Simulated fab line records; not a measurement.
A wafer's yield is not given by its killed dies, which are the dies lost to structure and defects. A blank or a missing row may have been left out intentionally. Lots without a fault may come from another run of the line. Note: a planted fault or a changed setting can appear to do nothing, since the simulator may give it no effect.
Code-filled problem report in 8D (eight disciplines) form :: flow gf180mcu :: the parts of the form that need people (team, actions taken, sign-off) are left out

== 1. WHAT WENT WRONG ==
Wafers with no fault read 494.5 W with a standard deviation of 2.2, whereas rf-fwd-power-W at GF_V3_ETCH_16 reads a mean of 295.8 W on 1 wafer of 1 lot. Measured from the usual mean, that is -90 standard deviations.
The step: etches BARC in N2/H2.
First observed at day 25 13:14: wafer L906.4, on rie-diel-01. The record holds 15 wafers of 5 lots with a number at this step. Rule for "out" (also "out of limits"): further than 4 standard deviations from the usual mean. The rest of the wafers with a number are treated as sound.

== 2. WHAT IT IS; WHAT IT IS NOT ==
question: which readings at this step
is: rf-fwd-power-W, oes-product-au
is not: drypump-motor-current-A, throttle-valve-pct

question: which lots
is: L906
is not: L898, L903, L916, L920

question: which wafers of those lots
is: L906.4
is not: L906.3, L906.5

question: read on which tools
is: rie-diel-01
is not: rie-diel-03, rie-diel-04

question: when
is: from day 25 13:14
is not: up to then (8 sound wafers); but 6 sound wafers of L916, L920 came after

== 3. WHAT RULES OUT EACH SUSPECT ==
Counting: a tool at a process step up to the reading stays a suspect if it ran every lot that is out. Sound lots after the first of them don't rule it out here, since some wafers of a struck lot are sound.
- cmp-02 at GF_V3_CMP_04 (polishes SiO2): kept. It ran the lot that is out, L906 (day 24 15:11).
- rie-diel-01 at GF_V3_ETCH_16 (etches BARC in N2/H2): kept. It processed L906, the lot that is out, at day 25 13:14, and its most recent sound lot before then was L903 at day 24 08:58. Out on those wafers are its own readings of oes-product-au, rf-fwd-power-W.
- Within cmp-02 at GF_V3_CMP_04: the wafers that are out ran in chamber 0; their sound lot-mates ran in chambers 1, 2.
- Within rie-diel-01 at GF_V3_ETCH_16: the wafers that are out ran in chamber 3; their sound lot-mates ran in chambers 1, 2.
Remaining after the count are cmp-02 at GF_V3_CMP_04 and rie-diel-01 at GF_V3_ETCH_16.

== 4. THE CAUSE (what the simulator had put in) ==
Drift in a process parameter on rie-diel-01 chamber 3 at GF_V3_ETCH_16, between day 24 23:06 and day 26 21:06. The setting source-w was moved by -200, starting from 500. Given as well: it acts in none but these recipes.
After counting, 2 suspects remain, this tool included.

== 5. SEQUENCE OF EFFECTS, ordered by route ==
Rows list readings where the struck wafers' mean (over those with a number) sits beyond 3 standard deviations from the usual. Scope: only readings with a usual standard deviation given in the record; hours: median across lots of the time from each lot's start at the first step in this table that gives one to its start at this step; sigmas: change in usual standard deviations.
hours: 0
step: GF_V3_ETCH_16
reading: oes-product-au
usual: 0.855 a.u.
on struck wafers: 0.782
change: -0.073
sigmas: -15

hours: 0
step: GF_V3_ETCH_16
reading: rf-fwd-power-W
usual: 494.5 W
on struck wafers: 295.8
change: -198.7
sigmas: -90
It contains these process steps:
- GF_V3_ETCH_16: etches BARC in N2/H2.

== 6. HOW IT WOULD HAVE BEEN CAUGHT EARLIER ==
In this record no reading fell out of limits until day 25 13:14, 14 hours after the fault had begun at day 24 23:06.
